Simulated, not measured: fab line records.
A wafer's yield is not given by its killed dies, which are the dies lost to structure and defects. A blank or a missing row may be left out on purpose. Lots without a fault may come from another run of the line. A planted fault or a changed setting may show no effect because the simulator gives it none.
Struck lot and sound lot, side by side | flow sky130 | 32 steps out of a route of 708
Sound: wafers L165.1, L165.4, L165.5. Struck: wafer L174.3 (L174.4, L174.6, from the same lot, were not struck and are left out); the cause is given at the end.
Each step with rows lists, per side, the tool, then ch with its chambers, then its first start. Under that, the readings that differ: sound wafers | struck wafers | difference of the means | sigmas: that difference in standard deviations of wafers without a fault.
alike: readings whose means differ by less than 2 such deviations, and words and numbers that are the same on both sides. not compared: withheld readings, readings that some wafer has no value for, bounds like >300 that may hide the same value, and numbers for which the record gives no deviation and whose values overlap.
Wherever a step has rows on one side only, a row that says differs or no value, or a row with sigmas, the two part there. Numbers that don't overlap but have no deviation are shown without sigmas and don't part them. Lack of a reading on every wafer of one side parts them only where that side has two or more wafers.

first, 4 steps without rows for these wafers: SKY_CONTACT_STRIP_20 (strips in post etch residue remover, time 1200 s); SKY_CONTACT_CLEAN_21 (cleans in IPA, time 180 s); SKY_CONTACT_CLEAN_22 (cleans in O3/DIW); SKY_CONTACT_SPUTTER_23 (material TiN, target thk 20 nm, time 80 s).
SKY_CONTACT_CVD_24: deposits W, target thk 340 nm, time 102.12 s.
  sound on cvd_w-02 ch 1, day 31 19:58; struck on cvd_w-01 ch 1, day 35 00:36
  reading            | sound       | struck | difference | sigmas
  heater_power_w (W) | 834 839 846 | 1061   | +221       | +3
SKY_CONTACT_RS_MEAS_25: uses a four-point probe to measure.
  sound: film_metro-01 at day 31 20:05; struck: film_metro-01 at day 35 00:43
  alike: CONTACT_W_RS
SKY_CONTACT_THK_MEAS_26: measures by xrf.
  sound: film_metro-01 at day 31 20:12; struck: film_metro-01 at day 35 00:49
  alike: CONTACT_W_THK
then, 3 steps without rows for these wafers: SKY_CONTACT_CMP_27 (polishes, stops on SiO2, t overpolish 15 s, target thk 0 nm); SKY_METAL1_SPUTTER_00 (material Ti, target thk 15 nm, time 10 s); SKY_METAL1_SPUTTER_01 (material TiN, target thk 20 nm, time 16.7 s).
SKY_METAL1_SPUTTER_02: material AlCu, target thk 250 nm, time 13.3 s.
  sound: pvd_sputter-04 at day 31 20:37; struck: pvd_sputter-03 at day 35 01:12
  alike: chamber_pressure_pa, throttle_valve_pct
SKY_METAL1_SPUTTER_03: material Ti, target thk 5 nm, time 3.3 s.
  sound: pvd_sputter-04 at day 31 20:38; struck: pvd_sputter-03 at day 35 01:13
  alike: chamber_pressure_pa, throttle_valve_pct
SKY_METAL1_SPUTTER_04: material TiN, target thk 70 nm, time 58.3 s.
  sound: pvd_sputter-04 at day 31 20:39; struck: pvd_sputter-03 at day 35 01:14
  reading                                    | sound             | struck | difference | sigmas
  model.TiN_of_METAL1_SPUTTER_04.thk_nm (nm) | 69.94 69.68 69.59 | 53.49  | -16.25     |
  alike: chamber_pressure_pa, throttle_valve_pct
SKY_METAL1_RS_MEAS_05: uses a four-point probe to measure.
  sound: film_metro-03 at day 31 20:42; struck: film_metro-03 at day 35 01:20
  reading                 | sound                | struck | difference | sigmas
  METAL1_ALCU_RS (ohm/sq) | 0.1236 0.1223 0.1233 | 0.1265 | +0.0034    | +3
SKY_METAL1_THK_MEAS_06: measures by xrf.
  sound: film_metro-03 at day 31 20:49; struck: film_metro-03 at day 35 01:26
  alike: METAL1_ALCU_THK
then, 8 steps without rows for these wafers: SKY_METAL1_DEHYDRATE_07 (time 60 s); SKY_METAL1_HMDS_08 (prime time 60 s); SKY_METAL1_COAT_09 (resist thk 60 nm); SKY_METAL1_COAT_10 (resist thk 450 nm); SKY_METAL1_SOFTBAKE_11 (time 90 s); SKY_METAL1_EXPOSE_12 (exposes mask MM1, target cd 140 nm); SKY_METAL1_PEB_13; SKY_METAL1_DEVELOP_14 (develop time 60 s).
SKY_METAL1_CD_MEAS_15 targets a cd of 140 nm.
  sound: cd_sem-02 at day 33 00:02; struck: cd_sem-02 at day 36 04:07
  reading    | sound             | struck | difference | sigmas
  cd_nm (nm) | 141.3 141.8 141.7 | 137.6  | -4.0       | -2
SKY_METAL1_OVL_MEAS_16:
  sound: overlay-01 at day 33 00:10; struck: overlay-01 at day 36 04:12
  alike: METAL1_OVL
then, 2 steps without rows for these wafers: SKY_METAL1_DESCUM_17 (chemistry O2, time 8 s); SKY_METAL1_ETCH_18 (etches BARC in N2/H2, stops on SiO2, time 45.9 s, target depth 60 nm).
SKY_METAL1_METAL_ETCH_19: etches the open film in Cl2/BCl3, stops on SiO2, target depth 360 nm, time 78 s.
  sound on rie_metal-02 ch 0,1, day 33 00:17; struck on rie_metal-03 ch 0, day 36 04:21
  alike: drypump_motor_current_A, oes_product_au, throttle_valve_pct
  not compared: rf_hours_counter_h
SKY_METAL1_STRIP_20: strips in O2/N2.
  sound on plasma_asher-02 ch 0,1, day 33 00:23; struck on plasma_asher-02 ch 1, day 36 04:27
  alike: drypump_motor_current_A, n2_flow_sccm, oes_product_au, strip_time_to_endpoint_s
  not compared: rf_hours_counter_h
SKY_METAL1_STRIP_21: strips in post etch residue remover, time 1200 s.
  sound on wet_bench-02 ch 3, day 33 00:29; struck on wet_bench-01 ch 1, day 36 04:31
  reading                                    | sound             | struck | difference | sigmas
  model.TiN_of_METAL1_SPUTTER_04.thk_nm (nm) | 69.52 69.26 69.17 | 53.06  | -16.26     |
then, 1 step without rows for these wafers: SKY_METAL1_CLEAN_22 (cleans in IPA, time 180 s).
-- the record jumps here: 12 days lie between the struck wafers' starts before and after (it left off in module METAL1 and takes up again in module PAD_OPEN, whose first step shown is number 708 of the route) --
SKY_PAD_OPEN_PROBE_99:
  sound: prober-01 at day 45 21:14; struck: prober-01 at day 48 06:38
  alike: defect_limited_yield, killed_at_M0_to_M3, killed_at_M4_up, killed_at_contacts, killed_at_front_end, killed_at_other, killed_dies, killed_open, killed_short, sort_bin_3_pad_short, sort_bin_5_function, sort_bin_6_memory, sort_n_pass, sort_yield_pct

WHERE THEY PART
At SKY_CONTACT_CVD_24 first; at SKY_METAL1_CD_MEAS_15 last (within this record only). Later steps at which nothing parts them and some readings are alike: SKY_METAL1_OVL_MEAS_16, SKY_METAL1_METAL_ETCH_19, SKY_METAL1_STRIP_20, SKY_PAD_OPEN_PROBE_99.

WHY: what had been put in by the simulator
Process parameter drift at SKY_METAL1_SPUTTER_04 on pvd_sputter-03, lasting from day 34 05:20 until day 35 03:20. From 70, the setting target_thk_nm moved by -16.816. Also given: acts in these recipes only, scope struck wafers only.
